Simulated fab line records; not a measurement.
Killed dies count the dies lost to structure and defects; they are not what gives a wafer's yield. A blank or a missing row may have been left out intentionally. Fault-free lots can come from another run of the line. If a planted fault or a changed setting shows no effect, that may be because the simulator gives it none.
What tool caused it? :: flow gf180mcu :: 12 lots, 36 wafers sampled, at 6 steps of a route of 602

## WHAT THE GAUGES READ, wafer by wafer
GF_STI_THK_MEAS_22.
lot: L115
measured: day 2 04:46
on: film metro-01
STI_OXIDATION_01_THK (nm): 15.26 15.04 15.16

lot: L118
measured: day 2 19:07
on: film metro-01
STI_OXIDATION_01_THK (nm): 14.81 14.87 15.03

lot: L119
measured: day 3 00:07
on: film metro-02
STI_OXIDATION_01_THK (nm): 14.93 15.16 14.70

lot: L120
measured: day 3 08:12
on: film metro-01
STI_OXIDATION_01_THK (nm): 14.89 15.05 15.17

lot: L121
measured: day 3 09:21
on: film metro-01
STI_OXIDATION_01_THK (nm): 15.42 15.58 15.44

lot: L125
measured: day 4 08:05
on: film metro-02
STI_OXIDATION_01_THK (nm): 15.38 15.31 15.49

lot: L128
measured: day 4 22:53
on: film metro-02
STI_OXIDATION_01_THK (nm): 14.45 14.50 14.57

lot: L130
measured: day 5 08:22
on: film metro-03
STI_OXIDATION_01_THK (nm): 14.79 15.03 14.91

lot: L131
measured: day 5 13:59
on: film metro-01
STI_OXIDATION_01_THK (nm): 15.50 15.16 14.95

lot: L132
measured: day 5 18:14
on: film metro-02
STI_OXIDATION_01_THK (nm): 15.30 15.34 15.02

lot: L137
measured: day 6 20:01
on: film metro-01
STI_OXIDATION_01_THK (nm): 15.45 15.09 15.10

lot: L138
measured: day 7 01:11
on: film metro-01
STI_OXIDATION_01_THK (nm): 14.93 15.15 15.24

GF_MVSD_TW_MEAS_11.
lot: L115
measured: day 4 11:42
on: film metro-01
MVSD_TW: 1576 1577 1578

lot: L118
measured: day 5 02:51
on: film metro-01
MVSD_TW: 1581 1577 1584

lot: L119
measured: day 5 10:45
on: film metro-02
MVSD_TW: 1614 1619 1618

lot: L120
measured: day 5 19:09
on: film metro-02
MVSD_TW: 1608 1617 1605

lot: L121
measured: day 5 20:43
on: film metro-01
MVSD_TW: 1577 1580 1586

lot: L125
measured: day 6 20:43
on: film metro-04
MVSD_TW: 1574 1580 1578

lot: L128
measured: day 7 14:09
on: film metro-02
MVSD_TW: 1606 1616 1610

lot: L130
measured: day 8 02:42
on: film metro-01
MVSD_TW: 1585 1577 1580

lot: L131
measured: day 8 07:34
on: film metro-01
MVSD_TW: 968 971 967

lot: L132
measured: day 8 12:37
on: film metro-02
MVSD_TW: 980 988 996

lot: L137
measured: day 9 17:00
on: film metro-02
MVSD_TW: 1606 1610 1600

lot: L138
measured: day 9 22:10
on: film metro-04
MVSD_TW: 1573 1576 1584

GF_VT_IMPLANT_RS_MEAS_46: uses a four-point probe to measure.
lot: L115
measured: day 7 14:04
on: film metro-01
MVSD_RS (ohm/sq): 457.5 457.3 456.5

lot: L118
measured: day 8 07:16
on: film metro-02
MVSD_RS (ohm/sq): 455.6 456.9 455.4

lot: L119
measured: day 8 15:31
on: film metro-01
MVSD_RS (ohm/sq): 454.5 455.1 456.5

lot: L120
measured: day 9 00:31
on: film metro-02
MVSD_RS (ohm/sq): 457.1 457.2 457.7

lot: L121
measured: day 9 03:49
on: film metro-02
MVSD_RS (ohm/sq): 455.0 455.2 455.0

lot: L125
measured: day 10 08:17
on: film metro-02
MVSD_RS (ohm/sq): 456.3 456.1 458.2

lot: L128
measured: day 11 03:13
on: film metro-04
MVSD_RS (ohm/sq): 456.6 455.0 456.2

lot: L130
measured: day 11 18:07
on: film metro-02
MVSD_RS (ohm/sq): 458.0 457.3 457.6

lot: L131
measured: day 12 00:26
on: film metro-02
MVSD_RS (ohm/sq): 1193.5 1201.8 1193.5

lot: L132
measured: day 12 06:29
on: film metro-02
MVSD_RS (ohm/sq): 1209.8 1200.0 1188.9

lot: L137
measured: day 13 16:58
on: film metro-01
MVSD_RS (ohm/sq): 455.8 455.7 457.4

lot: L138
measured: day 13 22:10
on: film metro-01
MVSD_RS (ohm/sq): 457.3 456.4 454.9

GF_M5_CD_MEAS_07 targets a cd of 280 nm.
lot: L115
measured: day 26 05:16
on: cd sem-01
cd nm (nm): 280.9 279.2 280.5

lot: L118
measured: day 27 08:01
on: cd sem-01
cd nm (nm): 283.3 281.8 283.6

lot: L119
measured: day 27 17:57
on: cd sem-01
cd nm (nm): 282.7 281.7 281.6

lot: L120
measured: day 27 23:58
on: cd sem-02
cd nm (nm): 280.2 280.0 280.3

lot: L121
measured: day 28 04:21
on: cd sem-02
cd nm (nm): 280.3 278.8 279.1

lot: L125
measured: day 29 11:36
on: cd sem-01
cd nm (nm): 279.9 279.2 279.3

lot: L128
measured: day 30 10:01
on: cd sem-02
cd nm (nm): 281.0 279.8 279.1

lot: L130
measured: day 30 19:40
on: cd sem-01
cd nm (nm): 280.4 279.3 279.1

lot: L131
measured: day 31 01:02
on: cd sem-02
cd nm (nm): 280.6 279.4 279.7

lot: L132
measured: day 31 04:59
on: cd sem-02
cd nm (nm): 279.6 279.7 279.2

lot: L137
measured: day 32 13:28
on: cd sem-01
cd nm (nm): 279.9 280.5 278.9

lot: L138
measured: day 32 20:14
on: cd sem-01
cd nm (nm): 278.9 279.0 278.8

## WHICH TOOL RAN EACH LOT (tool, then ch and the chambers of the sampled wafers, then the start)
lot: L115
GF_MVSD_IMPLANT_08: implanter-04 ch 0, day 4 11:18
GF_M1_SPUTTER_04: pvd sputter-01, day 16 02:42

lot: L118
GF_MVSD_IMPLANT_08: implanter-01 ch 0, day 5 02:27
GF_M1_SPUTTER_04: pvd sputter-02, day 17 06:20

lot: L119
GF_MVSD_IMPLANT_08: implanter-03 ch 0, day 5 10:21
GF_M1_SPUTTER_04: pvd sputter-02, day 17 17:20

lot: L120
GF_MVSD_IMPLANT_08: implanter-03 ch 0, day 5 18:45
GF_M1_SPUTTER_04: pvd sputter-02, day 18 02:41

lot: L121
GF_MVSD_IMPLANT_08: implanter-04 ch 0, day 5 20:18
GF_M1_SPUTTER_04: pvd sputter-01, day 18 05:54

lot: L125
GF_MVSD_IMPLANT_08: implanter-01 ch 0, day 6 20:20
GF_M1_SPUTTER_04: pvd sputter-03, day 19 21:24

lot: L128
GF_MVSD_IMPLANT_08: implanter-01 ch 0, day 7 13:45
GF_M1_SPUTTER_04: pvd sputter-03, day 20 23:45

lot: L130
GF_MVSD_IMPLANT_08: implanter-04 ch 0, day 8 02:18
GF_M1_SPUTTER_04: pvd sputter-03, day 21 14:19

lot: L131
GF_MVSD_IMPLANT_08: implanter-04 ch 0, day 8 07:10
GF_M1_SPUTTER_04: pvd sputter-01, day 21 22:51

lot: L132
GF_MVSD_IMPLANT_08: implanter-04 ch 0, day 8 12:14
GF_M1_SPUTTER_04: pvd sputter-02, day 22 04:02

lot: L137
GF_MVSD_IMPLANT_08: implanter-01 ch 0, day 9 16:36
GF_M1_SPUTTER_04: pvd sputter-03, day 23 22:44

lot: L138
GF_MVSD_IMPLANT_08: implanter-01 ch 0, day 9 21:48
GF_M1_SPUTTER_04: pvd sputter-03, day 24 07:50
- GF_MVSD_IMPLANT_08
- GF_M1_SPUTTER_04: material TiN, target thk 50 nm, time 41.7 s.

## WHAT THE TOOLS THEMSELVES READ (means of the sampled wafers that have a number; where no wafer has one, the mark that the record gives instead)
GF_MVSD_IMPLANT_08.
lot: L115
tool: implanter-04
beam energy keV: 400.05
dose ions cm2: 1.6e+13
faraday current uA: 90.3

lot: L118
tool: implanter-01
beam energy keV: 399.95
dose ions cm2: 1.6e+13
faraday current uA: 91.9

lot: L119
tool: implanter-03
beam energy keV: 399.93
dose ions cm2: 1.6e+13
faraday current uA: 88.6

lot: L120
tool: implanter-03
beam energy keV: 400.13
dose ions cm2: 1.6e+13
faraday current uA: 90.9

lot: L121
tool: implanter-04
beam energy keV: 399.83
dose ions cm2: 1.6e+13
faraday current uA: 89.8

lot: L125
tool: implanter-01
beam energy keV: 400.04
dose ions cm2: 1.6e+13
faraday current uA: 90.7

lot: L128
tool: implanter-01
beam energy keV: 400.20
dose ions cm2: 1.6e+13
faraday current uA: 92.0

lot: L130
tool: implanter-04
beam energy keV: 400.10
dose ions cm2: 1.6e+13
faraday current uA: 90.0

lot: L131
tool: implanter-04
beam energy keV: 400.02
dose ions cm2: 1.6e+12
faraday current uA: 8.9

lot: L132
tool: implanter-04
beam energy keV: 399.96
dose ions cm2: 1.6e+12
faraday current uA: 9.0

lot: L137
tool: implanter-01
beam energy keV: 399.96
dose ions cm2: 1.6e+13
faraday current uA: 90.8

lot: L138
tool: implanter-01
beam energy keV: 399.77
dose ions cm2: 1.6e+13
faraday current uA: 89.7

GF_M1_SPUTTER_04.
lot: L115
tool: pvd sputter-01
throttle valve pct (%): 30.4

lot: L118
tool: pvd sputter-02
throttle valve pct (%): 29.7

lot: L119
tool: pvd sputter-02
throttle valve pct (%): 28.9

lot: L120
tool: pvd sputter-02
throttle valve pct (%): 29.5

lot: L121
tool: pvd sputter-01
throttle valve pct (%): 29.8

lot: L125
tool: pvd sputter-03
throttle valve pct (%): 30.7

lot: L128
tool: pvd sputter-03
throttle valve pct (%): 29.3

lot: L130
tool: pvd sputter-03
throttle valve pct (%): 29.4

lot: L131
tool: pvd sputter-01
throttle valve pct (%): 29.5

lot: L132
tool: pvd sputter-02
throttle valve pct (%): 29.2

lot: L137
tool: pvd sputter-03
throttle valve pct (%): 31.0

lot: L138
tool: pvd sputter-03
throttle valve pct (%): 30.0

## THE ANSWER, worked out from the rows above alone
Rule: what is usual is taken from the lots themselves. The widest of any qualifying gaps counts: lots, ordered by their means at a reading, are off when they make up no more than a third of the lots, leave a main group of 4 or more, and stand apart from it by 3 or more times the standard deviation of that group's means. Not used: any main group whose means are identical at the precision the tables above print for the reading. A lot without any number at a reading at which 4 lots or more have one is off too. All remaining lots with rows at the step are treated as sound. The gauges are gone through in route order, then the tools' own readings, and for those a lot's mean is taken as printed above. The first step at which some lot is off is used, and at that step the reading that is off furthest; a lot without a number counts as furthest.
Off: L131, L132, at GF_MVSD_TW_MEAS_11 (MVSD_TW). The main group has a mean of 1592 with a standard deviation of 16.
If a tool, at a process step before that reading, ran all the lots that are off and no sound lot after the first of them, it fits. Not tried: the gauges at GF_MVSD_TW_MEAS_11; whatever is off there is also off at GF_MVSD_IMPLANT_08, on other tools, and gauge error can't account for it. One fits: implanter-04 at GF_MVSD_IMPLANT_08. A fault onset in the window from L130 (day 8 02:18, its last sound lot) to L131 (day 8 07:10, its first lot off) fits.
The tool's own readings at GF_MVSD_IMPLANT_08 bear it out: on the lots that are off they differ by more than 5 times the standard deviation of the sound lots' means. dose ions cm2 reads 1.6e+12 there against 1.6e+13 on the sound lots; faraday current uA reads 8.9 there against 90.5 on the sound lots.

## WHAT THE SIMULATOR HAD INSERTED
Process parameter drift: implanter-04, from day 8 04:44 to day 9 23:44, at GF_MVSD_IMPLANT_08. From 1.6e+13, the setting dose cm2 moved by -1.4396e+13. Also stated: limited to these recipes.
Shown lots that were struck: L131, L132. The same result came from the rule above.
